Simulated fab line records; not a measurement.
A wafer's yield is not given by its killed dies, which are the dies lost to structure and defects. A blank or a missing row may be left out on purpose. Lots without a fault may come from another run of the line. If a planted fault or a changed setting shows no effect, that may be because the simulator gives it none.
Comparing a struck lot with a sound one    flow sky130    44 steps out of a route of 708
Sound: wafers L896.2, L896.4, L896.5. Wafers L901.2, L901.4, L901.5 were the ones struck. The cause is named last.
For every step that has rows: the tool of each side, followed by ch and its chambers, followed by its first start. Under that, the readings that differ: sound wafers    struck wafers    difference of the means    sigmas: that difference in standard deviations of wafers without a fault.
alike: words and numbers the same on both sides, and readings whose means are apart by under 2 such deviations; not compared: readings that were withheld, readings missing a value for some wafer, numbers with overlapping values and no deviation given by the record, and bounds like >300 which may hide the same value.
The two part at a step that has a row with sigmas, a row that says differs or no value, or rows on one side only. Numbers that have no deviation but don't overlap get no sigmas and don't part them. Lack of a reading on every wafer of one side parts them only where that side has two or more wafers.

first, 5 steps without rows for these wafers: SKY_FIELD_ISO_WET_ETCH_18 (etches Si3N4 in H3PO4, target depth 25 nm, time 286 s); SKY_FIELD_ISO_CLEAN_19 (cleans in SC1/SC2, time 150 s); SKY_FIELD_ISO_CLEAN_20 (cleans in dHF, time 20 s); SKY_FIELD_ISO_WET_ETCH_21 (etches SiO2 in dHF, target depth 20 nm, time 400 s); SKY_FIELD_ISO_OXIDATION_22 (stabilise 600 s, purge 300 s, target thk 10 nm).
SKY_FIELD_ISO_THK_MEAS_23:
  struck on film_metro-03, day 3 21:38; sound on film_metro-03, day 2 17:24
  alike: FIELD_ISO_OXIDATION_01_THK
then, 1 step without rows for these wafers: SKY_FIELD_ISO_CVD_24 (deposits SiO2, target thk 595 nm, time 99.2 s).
SKY_FIELD_ISO_THK_MEAS_25:
  struck on film_metro-03, day 3 21:46; sound on film_metro-01, day 2 17:32
  alike: FIELD_ISO_CVD_24_THK
then, 1 step without rows for these wafers: SKY_FIELD_ISO_ANNEAL_26 (time 1800 s).
SKY_FIELD_ISO_CMP_27: polishes, stops on Si3N4, t overpolish 16 s, target thk 457.8 nm.
  sound on cmp-01 ch 0,2,3, day 2 20:27; struck on cmp-02 ch 0,1,2, day 4 00:06
  alike: motor_current_A, overpolish_run_s, slurry_flow_ml_min, time_to_endpoint_s
then, 2 steps without rows for these wafers: SKY_FIELD_ISO_WET_ETCH_28 (etches SiO2 in dHF, target depth 23.7 nm, time 47 s); SKY_FIELD_ISO_WET_ETCH_29 (etches Si3N4 in H3PO4, target depth 160 nm, time 1825 s).
SKY_FIELD_ISO_WET_ETCH_30: etches SiO2 in dHF, target depth 25 nm, time 48.24 s.
  sound on wet_bench-04 ch 2, day 2 21:14; struck on wet_bench-01 ch 3, day 4 00:53
reading                                     sound              struck             difference  sigmas
bath_heat_duty_pct (%)                      6.9 6.3 6.4        0 0 0              -7          -11
temp_c (C)                                  25.09 25.06 25.07  15.81 15.86 15.89  -9.22       -92
model.SiO2_of_FIELD_ISO_CVD_24.thk_nm (nm)  406 406.1 406.9    412.7 414.2 412.8  +6.9        
then, 2 steps without rows for these wafers: SKY_NWELL_CLEAN_00 (cleans in SC1/SC2, time 150 s); SKY_NWELL_OXIDATION_01 (stabilise 600 s, purge 300 s, target thk 10 nm).
SKY_NWELL_THK_MEAS_02:
  struck on film_metro-03, day 4 03:17; sound on film_metro-03, day 2 22:51
  alike: NWELL_OXIDATION_THK
then, 8 steps without rows for these wafers: SKY_DNWELL_DEHYDRATE_00 (time 60 s); SKY_DNWELL_HMDS_01 (prime time 60 s); SKY_DNWELL_COAT_02 (resist thk 3000 nm); SKY_DNWELL_SOFTBAKE_03; SKY_DNWELL_EXPOSE_04 (exposes mask DNM, target cd 3000 nm); SKY_DNWELL_PEB_05; SKY_DNWELL_DEVELOP_06 (develop time 60 s); SKY_DNWELL_IMPLANT_07.
SKY_DNWELL_STRIP_08: strips in O2/N2.
  sound on plasma_asher-04 ch 0,1, day 3 13:51; struck on plasma_asher-01 ch 0,1, day 4 20:09
  alike: drypump_motor_current_A, oes_product_au, strip_time_to_endpoint_s
  not compared: rf_hours_counter_h
SKY_DNWELL_TW_MEAS_09:
  struck on film_metro-03, day 4 20:16; sound on film_metro-03, day 3 13:58
  alike: DNWELL_TW
then, 7 steps without rows for these wafers: SKY_PWDE_DEHYDRATE_00 (time 60 s); SKY_PWDE_HMDS_01 (prime time 60 s); SKY_PWDE_COAT_02 (resist thk 3000 nm); SKY_PWDE_SOFTBAKE_03; SKY_PWDE_EXPOSE_04 (exposes mask PWDEM, target cd 840 nm); SKY_PWDE_PEB_05; SKY_PWDE_DEVELOP_06 (develop time 60 s).
SKY_PWDE_OVL_MEAS_07:
  struck on overlay-02, day 5 13:41; sound on overlay-01, day 4 06:19
reading        sound         struck       difference  sigmas
PWDE_OVL (nm)  -0.3 0.3 1.3  3.5 3.4 3.3  +3.0        +2
then, 1 step without rows for these wafers: SKY_PWDE_IMPLANT_08.
SKY_PWDE_STRIP_09: strips in O2/N2.
  sound on plasma_asher-04 ch 0,1, day 4 06:30; struck on plasma_asher-02 ch 0,1, day 5 13:52
  alike: drypump_motor_current_A, oes_product_au, strip_time_to_endpoint_s
  not compared: rf_hours_counter_h
SKY_PWDE_TW_MEAS_10:
  struck on film_metro-02, day 5 13:58; sound on film_metro-03, day 4 06:37
  alike: PWDE_TW
then, 5 steps without rows for these wafers: SKY_NWELL_DEHYDRATE_03 (time 60 s); SKY_NWELL_HMDS_04 (prime time 60 s); SKY_NWELL_COAT_05 (resist thk 3000 nm); SKY_NWELL_SOFTBAKE_06; SKY_NWELL_EXPOSE_07 (exposes mask NWM, target cd 840 nm).
-- the record jumps here: 25 days lie between the struck wafers' starts before and after (it left off in module NWELL and takes up again in module SALICIDE, whose first step shown is number 361 of the route) --
SKY_SALICIDE_CLEAN_00: cleans in HF-last, time 30 s.
  sound on wet_bench-04 ch 3, day 28 07:18; struck on wet_bench-04 ch 1, day 30 12:08
reading                                     sound            struck             difference  sigmas
model.SiO2_of_FIELD_ISO_CVD_24.thk_nm (nm)  360 360.2 360.9  366.9 368.5 367.1  +7.1        
-- the record jumps here: 17 days lie between the struck wafers' starts before and after (it left off in module SALICIDE and takes up again in module PAD_OPEN, whose first step shown is number 708 of the route) --
SKY_PAD_OPEN_PROBE_99:
  struck on prober-02, day 47 16:11; sound on prober-02, day 45 22:38
reading                                    sound                 struck             difference  sigmas
killed_at_other                            0 1 0                 2 3 0              +1          +3
model.etest.sram_nfet_pass.off_log10_a_um  -12.94 -12.97 -12.46  -13 -13.12 -13.22  +0          
  alike: killed_at_M0_to_M3, killed_at_M4_up, killed_at_contacts, killed_at_front_end, killed_dies, killed_open, killed_short
  not compared: model.etest.sram_nfet_pass.vt_v

== WHERE THEY PART ==
At SKY_FIELD_ISO_WET_ETCH_30 first; at SKY_PAD_OPEN_PROBE_99 last (within this record only).

WHY: the cause the simulator had injected
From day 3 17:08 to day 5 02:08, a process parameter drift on wet_bench-01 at SKY_FIELD_ISO_WET_ETCH_30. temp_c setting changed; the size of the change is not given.
